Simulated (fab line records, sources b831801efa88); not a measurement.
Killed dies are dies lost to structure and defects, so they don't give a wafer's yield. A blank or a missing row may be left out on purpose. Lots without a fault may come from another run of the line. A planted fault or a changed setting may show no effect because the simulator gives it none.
Which tool did it? | flow gf180mcu | 13 lots, 39 wafers sampled, at 2 steps of a route of 602

WHAT THE GAUGES READ, wafer by wafer
GF_HV_LDD_TW_MEAS_23.
lot  | measured     | on            | HV_LDD_2_TW
L426 | day 11 02:35 | film_metro-01 | 1049 1048 1058
L427 | day 11 12:21 | film_metro-01 | 1051 1050 1056
L429 | day 12 00:06 | film_metro-04 | 1056 1053 1045
L430 | day 12 09:19 | film_metro-01 | 1064 1057 1057
L432 | day 13 02:31 | film_metro-01 | 1060 1056 1062
L433 | day 13 05:13 | film_metro-04 | 1053 1058 1054
L434 | day 13 19:36 | film_metro-01 | 1063 1058 1059
L435 | day 13 23:13 | film_metro-03 | 1212 1207 1211
L437 | day 14 14:15 | film_metro-01 | 1059 1056 1057
L439 | day 15 02:54 | film_metro-01 | 1211 1206 1209
L443 | day 16 12:44 | film_metro-04 | 1054 1053 1050
L446 | day 17 11:59 | film_metro-04 | 1055 1064 1055
L447 | day 17 17:13 | film_metro-04 | 1058 1061 1059

WHICH TOOL RAN EACH LOT (tool, then ch and the chambers of the sampled wafers, then the start)
lot  | GF_HV_LDD_IMPLANT_21
L426 | implanter-03 ch 0, day 11 02:20
L427 | implanter-03 ch 0, day 11 12:07
L429 | implanter-03 ch 0, day 11 23:51
L430 | implanter-04 ch 0, day 12 09:06
L432 | implanter-04 ch 0, day 13 02:17
L433 | implanter-03 ch 0, day 13 04:58
L434 | implanter-03 ch 0, day 13 19:22
L435 | implanter-03 ch 0, day 13 22:59
L437 | implanter-04 ch 0, day 14 14:00
L439 | implanter-03 ch 0, day 15 02:40
L443 | implanter-02 ch 0, day 16 12:29
L446 | implanter-02 ch 0, day 17 11:44
L447 | implanter-03 ch 0, day 17 16:58
- GF_HV_LDD_IMPLANT_21

WHAT THE TOOLS THEMSELVES READ (means of the sampled wafers that have a number; where no wafer has one, the mark that the record gives instead)
GF_HV_LDD_IMPLANT_21.
lot  | tool         | dose_ions_cm2 | faraday_current_uA
L426 | implanter-03 | 5e+13         | 286
L427 | implanter-03 | 5e+13         | 282
L429 | implanter-03 | 5e+13         | 283
L430 | implanter-04 | 5e+13         | 273
L432 | implanter-04 | 5e+13         | 280
L433 | implanter-03 | 5e+13         | 285
L434 | implanter-03 | 5e+13         | 282
L435 | implanter-03 | 8e+13         | 441
L437 | implanter-04 | 5e+13         | 288
L439 | implanter-03 | 8e+13         | 428
L443 | implanter-02 | 5e+13         | 278
L446 | implanter-02 | 5e+13         | 283
L447 | implanter-03 | 5e+13         | 282

THE ANSWER, worked out from the rows above alone
Rule: what is usual is taken from the lots themselves. Put in order of their means at a reading, lots are off if they are a third of the lots or fewer, leave a main group of 4 or more, and stand apart from it by a gap of 3 or more times the standard deviation of the main group's means; of several such gaps the widest counts. A main group whose means are all the same, to the digits that the tables above print for the reading, isn't used. A lot without any number at a reading at which 4 lots or more have one is off too. The other lots that the step has rows for count as sound. The gauges are gone through in route order, then the tools' own readings, and for those a lot's mean is taken as printed above. The first step at which some lot is off is used, and at that step the reading that is off furthest; a lot without a number counts as furthest.
Off: L435, L439, at GF_HV_LDD_TW_MEAS_23 (HV_LDD_2_TW). The main group: mean 1056, standard deviation 3.4.
A tool fits if, at a process step before that reading, it ran every lot that is off, and no sound lot after the first of them. The gauges at GF_HV_LDD_TW_MEAS_23 aren't tried: what is off there is off at GF_HV_LDD_IMPLANT_21 too, on other tools, and a gauge's error can't cause that. None of those tried fits.

WHAT THE SIMULATOR HAD PUT IN
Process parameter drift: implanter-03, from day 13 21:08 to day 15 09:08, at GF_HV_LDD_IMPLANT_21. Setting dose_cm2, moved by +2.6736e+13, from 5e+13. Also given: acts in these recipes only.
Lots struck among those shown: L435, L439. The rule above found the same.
